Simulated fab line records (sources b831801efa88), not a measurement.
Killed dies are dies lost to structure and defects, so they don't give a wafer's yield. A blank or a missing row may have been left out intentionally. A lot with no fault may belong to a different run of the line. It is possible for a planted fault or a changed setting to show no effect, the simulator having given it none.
A lot that was struck, set against a sound lot / flow sky130 / 35 steps out of a route of 708
Sound: these wafers, L467.1, L467.2, L467.5. The struck wafers were L476.2, L476.3, L476.4. The cause is named last.
For every step that has rows: the tool of each side, followed by ch and its chambers, followed by its first start. Under that, the readings that differ: sound wafers / struck wafers / difference of the means / sigmas: that difference in standard deviations of wafers without a fault.
alike: same words and numbers on both sides, and readings whose means sit less than 2 such deviations apart. not compared: any withheld reading, any reading some wafer has no value for, any bound like >300 that may hide the same value, and any number with overlapping values for which the record gives no deviation.
A row with sigmas, a row that says differs or no value, or rows on one side alone: a step with any of these is where the two part. Numbers that don't overlap but have no deviation are shown without sigmas and don't part them. Lack of a reading on every wafer of one side parts them only where that side has two or more wafers.

first, 10 steps without rows for these wafers: SKY_CONTACT_ETCH_16 (etches BARC in N2/H2, stops on SiO2, time 45.9 s, target depth 60 nm); SKY_CONTACT_ETCH_17 (etches SiO2 in C4F8/O2/Ar, stops on Si3N4, target depth 340 nm); SKY_CONTACT_ETCH_18 (etches Si3N4 in CHF3/O2, stops on TiN, time 39 s, target depth 75 nm); SKY_CONTACT_STRIP_19 (strips in O2/N2); SKY_CONTACT_STRIP_20 (strips in post etch residue remover, time 1200 s); SKY_CONTACT_CLEAN_21 (cleans in IPA, time 180 s); SKY_CONTACT_CLEAN_22 (cleans in O3/DIW); SKY_CONTACT_SPUTTER_23 (material TiN, target thk 20 nm, time 80 s); SKY_CONTACT_CVD_24 (deposits W, target thk 340 nm, time 102.12 s); SKY_CONTACT_CMP_27 (polishes, stops on SiO2, t overpolish 15 s, target thk 0 nm).
SKY_METAL1_SPUTTER_00: material Ti, target thk 15 nm, time 10 s.
  sound: pvd-sputter-03 at day 35 16:37; struck: pvd-sputter-02 at day 38 06:34
  alike: throttle-valve-pct
then, 23 steps without rows for these wafers: SKY_METAL1_SPUTTER_01 (material TiN, target thk 20 nm, time 16.7 s); SKY_METAL1_SPUTTER_02 (material AlCu, target thk 250 nm, time 13.3 s); SKY_METAL1_SPUTTER_03 (material Ti, target thk 5 nm, time 3.3 s); SKY_METAL1_SPUTTER_04 (material TiN, target thk 70 nm, time 58.3 s); SKY_METAL1_DEHYDRATE_07 (time 60 s); SKY_METAL1_HMDS_08 (prime time 60 s); SKY_METAL1_COAT_09 (resist thk 60 nm); SKY_METAL1_COAT_10 (resist thk 450 nm); SKY_METAL1_SOFTBAKE_11 (time 90 s); SKY_METAL1_EXPOSE_12 (exposes mask MM1, target cd 140 nm); SKY_METAL1_PEB_13; SKY_METAL1_DEVELOP_14 (develop time 60 s); SKY_METAL1_DESCUM_17 (chemistry O2, time 8 s); SKY_METAL1_ETCH_18 (etches BARC in N2/H2, stops on SiO2, time 45.9 s, target depth 60 nm); SKY_METAL1_METAL_ETCH_19 (etches the open film in Cl2/BCl3, stops on SiO2, target depth 360 nm, time 78 s); SKY_METAL1_STRIP_20 (strips in O2/N2); SKY_METAL1_STRIP_21 (strips in post etch residue remover, time 1200 s); SKY_METAL1_CLEAN_22 (cleans in IPA, time 180 s); SKY_METAL1_CLEAN_23 (cleans in O3/DIW); SKY_VIA1_HDPCVD_00 (deposits SiO2, target thk 1030 nm, time 171.7 s); SKY_VIA1_CMP_02 (polishes SiO2); SKY_VIA1_DEHYDRATE_04 (time 60 s); SKY_VIA1_HMDS_05 (prime time 60 s).
-- the record jumps here: 12 days lie between the struck wafers' starts before and after (it left off in module VIA1 and takes up again in module PAD_OPEN, whose first step shown is number 708 of the route) --
SKY_PAD_OPEN_PROBE_99:
  sound: prober-01 at day 48 19:28; struck: prober-01 at day 50 13:58
reading=defect-limited-yield (%); sound=84.3 84.8 86.2; struck=75.2 78.7 77.0; difference=-8.1; sigmas=-4
reading=killed_at_M0_to_M3; sound=35 37 35; struck=75 65 80; difference=+38; sigmas=+5
reading=killed-dies; sound=77 75 68; struck=122 105 113; difference=+40; sigmas=+4
reading=killed-on-rim; sound=12 17 13; struck=24 20 26; difference=+9; sigmas=+3
reading=sort_bin_3_pad_short (%); sound=0.6 0.4 1.0; struck=2.0 1.8 0.6; difference=+0.8; sigmas=+2
reading=sort_bin_5_function (%); sound=10.0 8.9 7.5; struck=14.8 13.4 14.0; difference=+5.3; sigmas=+4
reading=sort-n-pass; sound=415 417 424; struck=370 387 379; difference=-40; sigmas=-4
reading=sort-yield-pct (%); sound=84.3 84.8 86.2; struck=75.2 78.7 77.0; difference=-8.1; sigmas=-4
reading=model.etest.tester.sort-n-pass; sound=415 417 424; struck=370 387 379; difference=-40; sigmas=
reading=model.etest.tester.sort-yield-pct (%); sound=84.35 84.76 86.18; struck=75.2 78.66 77.03; difference=-8.1; sigmas=
reading=model.etest.tester.sort_bin_5_pct (%); sound=9.959 8.943 7.52; struck=14.84 13.41 14.02; difference=+5.28; sigmas=
  alike: killed_at_M4_up, killed-at-contacts, killed-at-front-end, killed-at-other, killed-open, killed-short, sort_bin_6_memory
  not compared: model.etest.tester.sort_bin_3_pct

WHERE THEY PART
At SKY_PAD_OPEN_PROBE_99 and nowhere else, as far as this record goes.

WHY: the cause the simulator had injected
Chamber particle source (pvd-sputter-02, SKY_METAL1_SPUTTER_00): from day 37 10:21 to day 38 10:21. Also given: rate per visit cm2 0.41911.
